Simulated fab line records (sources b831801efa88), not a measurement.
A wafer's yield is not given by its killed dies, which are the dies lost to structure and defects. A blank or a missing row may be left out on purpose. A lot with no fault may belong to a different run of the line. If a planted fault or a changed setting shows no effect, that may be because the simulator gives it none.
Comparing a struck lot with a sound one || flow sky130 || 43 out of 708 route steps
Sound: these wafers, L848.2, L848.4, L848.5. Wafers struck: L856.2, L856.3, L856.6. The cause is named last.
Each step with rows lists, per side, the tool, then ch with its chambers, then its first start. Under that, the readings that differ: sound wafers || struck wafers || difference of the means || sigmas: that difference in standard deviations of wafers without a fault.
alike: readings with means less than 2 such deviations apart, plus words and numbers identical on both sides. not compared: withheld readings, readings lacking a value on some wafer, bounds such as >300 that could conceal the same value, and numbers that have no deviation in the record and whose values overlap.
A row with sigmas, a row that says differs or no value, or rows on one side alone: a step with any of these is where the two part. When numbers do not overlap yet have no deviation, they are printed without sigmas and do not part them. Lack of a reading on every wafer of one side parts them only where that side has two or more wafers.

SKY_VIA2_CMP_02: polishes SiO2.
  sound on cmp-02 ch 0,2, day 35 12:18; struck on cmp-01 ch 1,2,3, day 38 09:24
  alike: headPressurePsi, motorCurrentA
SKY_VIA2_BOW_MEAS_03:
  sound on filmMetro-02 at day 35 12:34; struck on filmMetro-02 at day 38 09:43
  alike: VIA2_BOW
then, 8 steps without rows for these wafers: SKY_VIA2_DEHYDRATE_04 (time 60 s); SKY_VIA2_HMDS_05 (prime time 60 s); SKY_VIA2_COAT_06 (resist thk 60 nm); SKY_VIA2_COAT_07 (resist thk 450 nm); SKY_VIA2_SOFTBAKE_08 (time 90 s); SKY_VIA2_EXPOSE_09 (exposes mask VIM2, target cd 200 nm); SKY_VIA2_PEB_10; SKY_VIA2_DEVELOP_11 (develop time 60 s).
SKY_VIA2_CD_MEAS_12: target cd 200 nm.
  sound on cdSem-02 at day 36 14:28; struck on cdSem-01 at day 39 11:04
  alike: cdNm
SKY_VIA2_OVL_MEAS_13:
  sound on overlay-02 at day 36 14:34; struck on overlay-01 at day 39 11:10
  alike: VIA2_OVL
SKY_VIA2_ETCH_14: etches BARC in N2/H2, stops on SiO2, time 45.9 s, target depth 60 nm.
  sound on rieDiel-04 ch 0,3, day 36 14:36; struck on rieDiel-01 ch 1,3, day 39 11:12
  alike: drypumpMotorCurrentA, oesProductAu, throttleValvePct
  not compared: rfHoursCounterH
then, 7 steps without rows for these wafers: SKY_VIA2_ETCH_15 (etches SiO2 in C4F8/O2/Ar, stops on TiN, target depth 546 nm, time 85.76 s); SKY_VIA2_STRIP_16 (strips in O2/N2); SKY_VIA2_STRIP_17 (strips in post etch residue remover, time 1200 s); SKY_VIA2_CLEAN_18 (cleans in IPA, time 180 s); SKY_VIA2_CLEAN_19 (cleans in O3/DIW); SKY_VIA2_SPUTTER_20 (material TiN, target thk 20 nm, time 80 s); SKY_VIA2_CVD_21 (deposits W, target thk 420 nm, time 126.4 s).
SKY_VIA2_RS_MEAS_22: measures by four-point-probe.
  sound on filmMetro-01 at day 36 15:38; struck on filmMetro-03 at day 39 12:07
{"reading": "VIA2_W_RS (ohm/sq)", "sound": "0.2653 0.2678 0.2657", "struck": "0.2726 0.2748 0.2706", "difference": "+0.0064", "sigmas": "+2"}
SKY_VIA2_THK_MEAS_23: measures by xrf.
  sound on filmMetro-01 at day 36 15:45; struck on filmMetro-03 at day 39 12:14
{"reading": "VIA2_W_THK (nm)", "sound": "438 429 433", "struck": "419 415 424", "difference": -14, "sigmas": -2}
then, 2 steps without rows for these wafers: SKY_VIA2_CMP_24 (polishes, stops on SiO2, t overpolish 20 s, target thk 0 nm); SKY_METAL3_SPUTTER_00 (material Ti, target thk 15 nm, time 10 s).
SKY_METAL3_SPUTTER_01: material TiN, target thk 20 nm, time 16.7 s.
  sound on pvdSputter-01 at day 36 16:07; struck on pvdSputter-02 at day 39 12:36
  alike: throttleValvePct
then, 1 step without rows for these wafers: SKY_METAL3_SPUTTER_02 (material AlCu, target thk 735 nm, time 39.1 s).
SKY_METAL3_SPUTTER_03: material Ti, target thk 5 nm, time 3.3 s.
  sound on pvdSputter-01 at day 36 16:11; struck on pvdSputter-02 at day 39 12:40
  alike: throttleValvePct
then, 1 step without rows for these wafers: SKY_METAL3_SPUTTER_04 (material TiN, target thk 70 nm, time 58.3 s).
SKY_CAPM_CVD_00: deposits SiO2, target thk 15.5 nm.
  sound on pecvd-02 ch 1,2, day 36 16:16; struck on pecvd-04 ch 0,2, day 39 12:44
  alike: heaterPowerW
SKY_CAPM_THK_MEAS_01:
  sound on filmMetro-03 at day 36 16:17; struck on filmMetro-03 at day 39 12:46
  alike: CAPM_CVD_00_THK
SKY_CAPM_SPUTTER_02: material TiN, target thk 200 nm, time 166.7 s.
  sound on pvdSputter-02 at day 36 16:20; struck on pvdSputter-03 at day 39 12:49
  alike: substrateTempC, throttleValvePct
SKY_CAPM_RS_MEAS_03: measures by four-point-probe.
  sound on filmMetro-02 at day 36 16:28; struck on filmMetro-04 at day 39 12:56
  alike: CAPM_TIN_RS
SKY_CAPM_THK_MEAS_04: measures by xrf.
  sound on filmMetro-02 at day 36 16:35; struck on filmMetro-04 at day 39 13:03
  alike: CAPM_TIN_THK
then, 7 steps without rows for these wafers: SKY_CAPM_DEHYDRATE_05 (time 60 s); SKY_CAPM_HMDS_06 (prime time 60 s); SKY_CAPM_COAT_07 (resist thk 1117 nm); SKY_CAPM_SOFTBAKE_08 (time 60 s); SKY_CAPM_EXPOSE_09 (exposes mask CAPM, target cd 1000 nm); SKY_CAPM_PEB_10; SKY_CAPM_DEVELOP_11 (develop time 60 s).
SKY_CAPM_OVL_MEAS_12:
  sound on overlay-02 at day 37 17:24; struck on overlay-02 at day 40 13:13
  alike: CAPM_OVL
then, 1 step without rows for these wafers: SKY_CAPM_METAL_ETCH_13 (etches TiN in Cl2/BCl3, stops on SiO2, target depth 220 nm, time 62.9 s).
-- the record jumps here: 8 days lie between the struck wafers' starts before and after (it left off in module CAPM and takes up again in module PAD_OPEN, whose first step shown is number 708 of the route) --
SKY_PAD_OPEN_PROBE_99:
  sound on prober-02 at day 45 22:38; struck on prober-01 at day 48 06:52
{"reading": "model.etest.tester.sort_bin_3_pct (%)", "sound": "1.016 0.813 0.6098", "struck": "2.439 1.22 1.423", "difference": "+0.881", "sigmas": ""}
  alike: defectLimitedYield, killed_at_M0_to_M3, killed_at_M4_up, killedAtContacts, killedAtFrontEnd, killedAtOther, killedDies, killedOpen, killedShort, sort_bin_3_pad_short, sort_bin_5_function, sort_bin_6_memory, sortNPass, sortYieldPct
  not compared: model.etest.tester.sortNPass, model.etest.tester.sortYieldPct, model.etest.tester.sort_bin_5_pct

== WHERE THEY PART ==
At SKY_VIA2_RS_MEAS_22 first; at SKY_VIA2_THK_MEAS_23 last (within this record only). Later steps at which nothing parts them and some readings are alike: SKY_METAL3_SPUTTER_01, SKY_METAL3_SPUTTER_03, SKY_CAPM_CVD_00, SKY_CAPM_THK_MEAS_01, SKY_CAPM_SPUTTER_02, SKY_CAPM_RS_MEAS_03, SKY_CAPM_THK_MEAS_04, SKY_CAPM_OVL_MEAS_12, SKY_PAD_OPEN_PROBE_99.

WHY: the cause the simulator had injected
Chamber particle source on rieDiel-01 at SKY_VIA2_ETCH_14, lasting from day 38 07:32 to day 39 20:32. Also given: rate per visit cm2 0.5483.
